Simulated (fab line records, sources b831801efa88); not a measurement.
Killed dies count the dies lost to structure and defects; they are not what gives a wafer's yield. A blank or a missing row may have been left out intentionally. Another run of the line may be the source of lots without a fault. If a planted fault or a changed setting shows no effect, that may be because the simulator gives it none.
Chamber matching | flow gf180mcu | GF_CONTACT_CVD_02 on pecvd-03: 3 sister chambers
The step deposits SiO2 from TEOS, target thk 860 nm, time 95.992 s. 18 wafers are shown with their chamber, then 9 later ones without.

WAFERS PAIRED WITH THEIR CHAMBERS
wafer  | chamber | heater power w (W) | rf fwd power W (W)
L074.1 | 0       | 792                | 597.7
L074.3 | 2       | 829                | 595.8
L074.4 | 1       | 694                | 593.9
L075.1 | 0       | 764                | 593.0
L075.3 | 1       | 613                | 595.5
L075.4 | 1       | 657                | 593.6
L080.3 | 1       | 685                | 594.0
L080.5 | 0       | 639                | 594.7
L080.6 | 2       | 844                | 595.3
L081.4 | 1       | 719                | 594.4
L081.5 | 2       | 819                | 595.4
L081.6 | 0       | 778                | 598.1
L084.1 | 0       | 729                | 596.3
L084.5 | 1       | 694                | 595.3
L084.6 | 0       | 747                | 596.9
L088.3 | 1       | 684                | 592.4
L088.5 | 1       | 723                | 593.3
L088.6 | 2       | 871                | 595.2

SIGNATURES, as means of the wafers listed above
reading        | chamber 0 | chamber 1 | chamber 2 | scatter within a chamber
heater power w | 741.50    | 683.62    | 840.75    | 41.1
rf fwd power W | 596.117   | 594.050   | 595.425   | 1.32
Rule: distance of a wafer from a chamber = root of the sum over the readings of ((wafer's reading minus chamber's mean) / reading's scatter) squared. The wafer belongs to the nearest chamber; if the next one is less than 2 further off, it can't be placed. The scatter is the square root of a quotient: the sum, over the shown wafers, of each reading's squared deviation from its chamber's mean, divided by wafers minus chambers.

WAFERS WHOSE CHAMBER IS MISSING
wafer  | heater power w (W) | rf fwd power W (W)
L094.4 | 631                | 591.5
L094.5 | 825                | 594.3
L094.6 | 728                | 591.6
L096.1 | 719                | 595.1
L096.2 | 789                | 596.3
L096.3 | 657                | 595.5
L097.1 | 711                | 593.4
L097.3 | 712                | 597.1
L097.5 | 784                | 592.3

WHICH CHAMBER EACH WENT THROUGH
wafer  | from the rows above          | in truth
L094.4 | 1                            | 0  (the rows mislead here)
L094.5 | can't be placed: 2 or 0      | 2
L094.6 | can't be placed: 1 or 0 or 2 | 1
L096.1 | can't be placed: 0 or 1      | 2
L096.2 | can't be placed: 0 or 2 or 1 | 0
L096.3 | can't be placed: 1 or 0      | 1
L097.1 | can't be placed: 1 or 0      | 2
L097.3 | can't be placed: 0 or 1      | 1
L097.5 | can't be placed: 2 or 1 or 0 | 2
Correct placement for 0 of the 9. Unplaceable from these rows: 8, with the true chamber sitting among the candidates in 6. Placed wrongly: 1.
